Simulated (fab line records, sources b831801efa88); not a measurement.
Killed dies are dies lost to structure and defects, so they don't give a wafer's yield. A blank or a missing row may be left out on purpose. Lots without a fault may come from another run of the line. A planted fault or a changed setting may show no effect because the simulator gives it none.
Which tool did it? | flow gf180mcu | 10 lots, 30 wafers sampled, at 4 steps of a route of 602

WHAT THE GAUGES READ, wafer by wafer
GF_HV_LDD_CD_MEAS_07: target cd 400 nm.
lot  | measured     | on        | cd_nm (nm)
L958 | day 10 19:44 | cd_sem-01 | 402.6 401.7 402.8
L959 | day 11 03:17 | cd_sem-02 | 405.7 407.2 409.8 405.9 407.3 410.0
L960 | day 11 05:56 | cd_sem-02 | 407.2 408.9 407.4
L964 | day 12 16:42 | cd_sem-02 | 403.0 401.0 401.2
L970 | day 14 11:23 | cd_sem-02 | 399.0 399.7 400.3
L972 | day 15 02:46 | cd_sem-02 | 399.6 398.7 400.1
L973 | day 15 09:37 | cd_sem-02 | 400.4 402.3 400.4
L974 | day 15 18:09 | cd_sem-01 | 398.0 397.9 397.2
L976 | day 17 03:34 | cd_sem-01 | 398.3 399.9 400.2
L977 | day 17 07:21 | cd_sem-02 | 402.6 402.5 401.2

WHICH TOOL RAN EACH LOT (tool, then ch and the chambers of the sampled wafers, then the start)
lot  | GF_VT_IMPLANT_STRIP_09               | GF_VT_IMPLANT_RTA_45             | GF_HV_LDD_COAT_02
L958 | plasma_asher-02 ch 0,1, day 6 08:14  | rtp_anneal-01 ch 0, day 8 04:54  | litho_track-03 ch 0, day 10 10:28
L959 | plasma_asher-01 ch 0, day 6 15:56    | rtp_anneal-01 ch 0, day 8 13:01  | litho_track-03 ch 0, day 10 18:02
L960 | plasma_asher-02 ch 0,1, day 6 20:02  | rtp_anneal-01 ch 0, day 8 18:07  | litho_track-03 ch 0, day 10 20:52
L964 | plasma_asher-02 ch 0,1, day 7 20:11  | rtp_anneal-02 ch 0, day 9 21:40  | litho_track-04 ch 0, day 12 06:39
L970 | plasma_asher-01 ch 1, day 9 10:19    | rtp_anneal-02 ch 0, day 11 15:14 | litho_track-03 ch 0, day 14 00:47
L972 | plasma_asher-01 ch 0,1, day 9 20:43  | rtp_anneal-02 ch 0, day 12 04:06 | litho_track-03 ch 0, day 14 16:07
L973 | plasma_asher-04 ch 0,1, day 10 06:17 | rtp_anneal-02 ch 0, day 12 13:28 | litho_track-04 ch 0, day 14 22:54
L974 | plasma_asher-01 ch 0,1, day 10 11:40 | rtp_anneal-01 ch 0, day 12 20:12 | litho_track-03 ch 0, day 15 07:52
L976 | plasma_asher-02 ch 0,1, day 11 12:59 | rtp_anneal-02 ch 0, day 14 00:43 | litho_track-03 ch 0, day 16 16:13
L977 | plasma_asher-02 ch 0,1, day 11 13:53 | rtp_anneal-01 ch 0, day 14 02:30 | litho_track-01 ch 0, day 16 19:48
- GF_VT_IMPLANT_STRIP_09: strips in O2/N2.
- GF_VT_IMPLANT_RTA_45: time 30 s.
- GF_HV_LDD_COAT_02: resist thk 1000 nm.

WHAT THE TOOLS THEMSELVES READ (means of the sampled wafers that have a number; where no wafer has one, the mark that the record gives instead)
GF_VT_IMPLANT_STRIP_09.
lot  | tool            | drypump_motor_current_A (A) | heater_power_w (W) | o2_flow_sccm (sccm) | oes_product_au (a.u.) | platen_temp_c (C) | strip_time_to_endpoint_s (s)
L958 | plasma_asher-02 | 5.7                         | 362                | 2993                | 0.717                 | 249.80            | 12.65
L959 | plasma_asher-01 | 5.6                         | 309                | 3003                | 0.712                 | 249.86            | 12.63
L960 | plasma_asher-02 | 5.6                         | 374                | 3000                | 0.720                 | 249.93            | 12.59
L964 | plasma_asher-02 | 5.7                         | 374                | 2998                | 0.714                 | 249.99            | 12.60
L970 | plasma_asher-01 | 5.0                         | 344                | 3014                | 0.718                 | 249.99            | 12.62
L972 | plasma_asher-01 | 5.1                         | 329                | 2995                | 0.716                 | 249.91            | 12.65
L973 | plasma_asher-04 | 6.0                         | 311                | 2988                | 0.713                 | 250.15            | 12.57
L974 | plasma_asher-01 | 5.4                         | 317                | 3002                | 0.717                 | 249.91            | 12.59
L976 | plasma_asher-02 | 5.6                         | 366                | 3012                | 0.718                 | 249.92            | 12.62
L977 | plasma_asher-02 | 5.7                         | 367                | 2995                | 0.714                 | 249.99            | 12.62

GF_VT_IMPLANT_RTA_45.
lot  | tool          | chamber_o2_ppm | lamp_power_pct (%) | wafer_temp_C_max
L958 | rtp_anneal-01 | 2.002          | 39                 | 1055.7
L959 | rtp_anneal-01 | 1.987          | 39                 | 1055.8
L960 | rtp_anneal-01 | 1.992          | 39                 | 1056.4
L964 | rtp_anneal-02 | 2.013          | 31                 | 1057.7
L970 | rtp_anneal-02 | 1.999          | 31                 | 1058.3
L972 | rtp_anneal-02 | 2.010          | 31                 | 1057.6
L973 | rtp_anneal-02 | 2.006          | 31                 | 1057.6
L974 | rtp_anneal-01 | 1.988          | 39                 | 1055.0
L976 | rtp_anneal-02 | 2.010          | 31                 | 1057.4
L977 | rtp_anneal-01 | 2.030          | 39                 | 1055.6

GF_HV_LDD_COAT_02.
lot  | tool           | spin_speed_rpm (rpm)
L958 | litho_track-03 | 3002.1
L959 | litho_track-03 | 3000.5
L960 | litho_track-03 | 2997.0
L964 | litho_track-04 | 2998.2
L970 | litho_track-03 | 3002.1
L972 | litho_track-03 | 2998.2
L973 | litho_track-04 | 3000.7
L974 | litho_track-03 | 3000.7
L976 | litho_track-03 | 3000.1
L977 | litho_track-01 | 2999.3

THE ANSWER, worked out from the rows above alone
Rule: what is usual is taken from the lots themselves. Put in order of their means at a reading, lots are off if they are a third of the lots or fewer, leave a main group of 4 or more, and stand apart from it by a gap of 3 or more times the standard deviation of the main group's means; of several such gaps the widest counts. A main group whose means are all the same, to the digits that the tables above print for the reading, isn't used. A lot without any number at a reading at which 4 lots or more have one is off too. The other lots that the step has rows for count as sound. The gauges are gone through in route order, then the tools' own readings, and for those a lot's mean is taken as printed above. The first step at which some lot is off is used, and at that step the reading that is off furthest; a lot without a number counts as furthest.
Off: L959, L960, at GF_HV_LDD_CD_MEAS_07 (cd_nm). The main group: mean 400.4 nm, standard deviation 1.5.
A tool fits if, at a process step before that reading, it ran every lot that is off, and no sound lot after the first of them. The gauges at GF_HV_LDD_CD_MEAS_07 are tried like those tools. None of those tried fits.

WHAT THE SIMULATOR HAD PUT IN
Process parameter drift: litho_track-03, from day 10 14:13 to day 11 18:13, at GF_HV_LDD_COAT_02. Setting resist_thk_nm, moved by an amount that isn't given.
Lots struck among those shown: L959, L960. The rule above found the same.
